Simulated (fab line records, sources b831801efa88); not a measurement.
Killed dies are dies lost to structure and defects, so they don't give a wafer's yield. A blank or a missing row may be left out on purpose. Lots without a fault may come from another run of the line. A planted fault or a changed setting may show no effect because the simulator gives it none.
A struck lot beside a sound one | flow sky130 | 31 steps out of a route of 708
Sound: wafers L973.3, L973.4, L973.6. Struck: wafers L978.2, L978.4, L978.6. The cause comes at the end.
At each step with rows: each side's tool, then ch and its chambers, then its first start. Under that, the readings that differ: sound wafers | struck wafers | difference of the means | sigmas: that difference in standard deviations of wafers without a fault.
alike: readings whose means differ by less than 2 such deviations, and words and numbers that are the same on both sides. not compared: withheld readings, readings that some wafer has no value for, bounds like >300 that may hide the same value, and numbers for which the record gives no deviation and whose values overlap.
The two part at a step that has a row with sigmas, a row that says differs or no value, or rows on one side only. Numbers that don't overlap but have no deviation are shown without sigmas and don't part them. A reading that every wafer of one side lacks parts them only if that side has two wafers or more.

first, 6 steps without rows for these wafers: SKY_SONOS_TUNNEL_HMDS_01 (prime time 60 s); SKY_SONOS_TUNNEL_COAT_02 (resist thk 1140 nm); SKY_SONOS_TUNNEL_SOFTBAKE_03 (time 60 s); SKY_SONOS_TUNNEL_EXPOSE_04 (exposes mask TUNM, target cd 410 nm); SKY_SONOS_TUNNEL_PEB_05; SKY_SONOS_TUNNEL_DEVELOP_06 (develop time 60 s).
SKY_SONOS_TUNNEL_CD_MEAS_07: target cd 410 nm.
  sound on cd_sem-01, day 12 09:48; struck on cd_sem-02, day 14 20:41
  alike: cd_nm
SKY_SONOS_TUNNEL_OVL_MEAS_08:
  sound on overlay-02, day 12 09:53; struck on overlay-02, day 14 20:47
  alike: SONOS_TUNNEL_OVL
then, 3 steps without rows for these wafers: SKY_SONOS_TUNNEL_IMPLANT_09; SKY_SONOS_TUNNEL_WET_ETCH_10 (etches SiO2 in dHF, target depth 14 nm, time 280 s); SKY_SONOS_TUNNEL_STRIP_11 (strips in SPM, time 600 s).
SKY_SONOS_TUNNEL_TW_MEAS_12:
  sound on film_metro-02, day 12 10:21; struck on film_metro-02, day 14 21:15
  alike: SONOS_TUNNEL_TW
SKY_SONOS_TUNNEL_CLEAN_13: cleans in dHF, time 20 s.
  sound on wet_bench-02 ch 1, day 12 10:23; struck on wet_bench-03 ch 0, day 14 21:18
  no value came back on the struck wafers for run_length_s (s), time_s (s); on the sound wafers run_length_s (s) reads 50.8 50.8 50.8
  reading                                      | sound            | struck            | difference | sigmas
  model.SiO2_of_NWELL_OXIDATION_01.thk_nm (nm) | 8.669 8.586 8.63 | 9.576 9.681 9.433 | +0.935     |
then, 1 step without rows for these wafers: SKY_SONOS_ONO_OXIDATION_00 (stabilise 600 s, purge 300 s, target thk 2.6 nm).
SKY_SONOS_ONO_THK_MEAS_01:
  sound on film_metro-01, day 12 11:46; struck on film_metro-03, day 14 23:27
  alike: SONOS_ONO_OXIDATION_THK
then, 1 step without rows for these wafers: SKY_SONOS_ONO_CVD_02 (deposits Si3N4 from DCS/NH3, target thk 10.5 nm, time 180 s).
SKY_SONOS_ONO_THK_MEAS_03:
  sound on film_metro-04, day 12 13:14; struck on film_metro-03, day 15 01:25
  alike: SONOS_ONO_CVD_02_THK
then, 1 step without rows for these wafers: SKY_SONOS_ONO_CVD_04 (deposits SiO2 from SiH4/N2O, target thk 5.7199 nm).
SKY_SONOS_ONO_THK_MEAS_05:
  sound on film_metro-04, day 12 14:32; struck on film_metro-04, day 15 02:44
  alike: SONOS_ONO_CVD_04_THK
then, 7 steps without rows for these wafers: SKY_SONOS_ONO_DEHYDRATE_06 (time 60 s); SKY_SONOS_ONO_HMDS_07 (prime time 60 s); SKY_SONOS_ONO_COAT_08 (resist thk 1140 nm); SKY_SONOS_ONO_SOFTBAKE_09 (time 60 s); SKY_SONOS_ONO_EXPOSE_10 (exposes mask ONOM, target cd 410 nm); SKY_SONOS_ONO_PEB_11; SKY_SONOS_ONO_DEVELOP_12 (develop time 60 s).
SKY_SONOS_ONO_CD_MEAS_13: target cd 410 nm.
  sound on cd_sem-02, day 13 15:32; struck on cd_sem-01, day 16 05:44
  alike: cd_nm
SKY_SONOS_ONO_OVL_MEAS_14:
  sound on overlay-02, day 13 15:38; struck on overlay-02, day 16 05:50
  alike: SONOS_ONO_OVL
SKY_SONOS_ONO_ETCH_15: etches the open film in CHF3/O2, target depth 19.52 nm, time 7.8 s.
  sound on rie_diel-02 ch 0,1, day 13 15:40; struck on rie_diel-04 ch 0,1,2, day 16 05:52
  reading                                      | sound             | struck            | difference | sigmas
  model.SiO2_of_NWELL_OXIDATION_01.thk_nm (nm) | 5.371 5.283 5.307 | 6.219 6.323 6.112 | +0.898     |
  alike: O2_flow_sccm, drypump_motor_current_A, oes_product_au, throttle_valve_pct
  not compared: rf_hours_counter_h
then, 1 step without rows for these wafers: SKY_SONOS_ONO_WET_ETCH_16 (etches SiO2 in dHF, target depth 14 nm, time 280 s).
-- the record jumps here: 32 days lie between the struck wafers' starts before and after (it left off in module SONOS_ONO and takes up again in module PAD_OPEN, whose first step shown is number 708 of the route) --
SKY_PAD_OPEN_PROBE_99:
  sound on prober-01, day 46 17:40; struck on prober-02, day 48 17:19
  reading                               | sound                   | struck                  | difference | sigmas
  model.etest.cap_ono.gate_bv_v (V)     | 16.46 16.62 16.25       | 13.27 13.12 13.31       | -3.21      |
  model.etest.cap_ono.gate_log10_a_cm2  | -7.829 -7.86 -7.874     | -6.334 -6.313 -6.321    | +1.532     |
  model.etest.sonos_baked.vt_less_v (V) | -0.5016 -0.4431 -0.5057 | -0.6626 -0.6817 -0.6541 | -0.1827    |
  model.etest.sonos_baked.vt_v (V)      | 0.993 1.006 0.9969      | 0.6788 0.6464 0.6851    | -0.3285    |
  alike: killed_at_M0_to_M3, killed_at_M4_up, killed_at_contacts, killed_at_front_end, killed_at_other, killed_dies, killed_open, killed_short

WHERE THEY PART
Only at SKY_SONOS_TUNNEL_CLEAN_13, within this record. Later steps at which nothing parts them and some readings are alike: SKY_SONOS_ONO_THK_MEAS_01, SKY_SONOS_ONO_THK_MEAS_03, SKY_SONOS_ONO_THK_MEAS_05, SKY_SONOS_ONO_CD_MEAS_13, SKY_SONOS_ONO_OVL_MEAS_14, SKY_SONOS_ONO_ETCH_15, SKY_PAD_OPEN_PROBE_99.

WHY: what the simulator had put in
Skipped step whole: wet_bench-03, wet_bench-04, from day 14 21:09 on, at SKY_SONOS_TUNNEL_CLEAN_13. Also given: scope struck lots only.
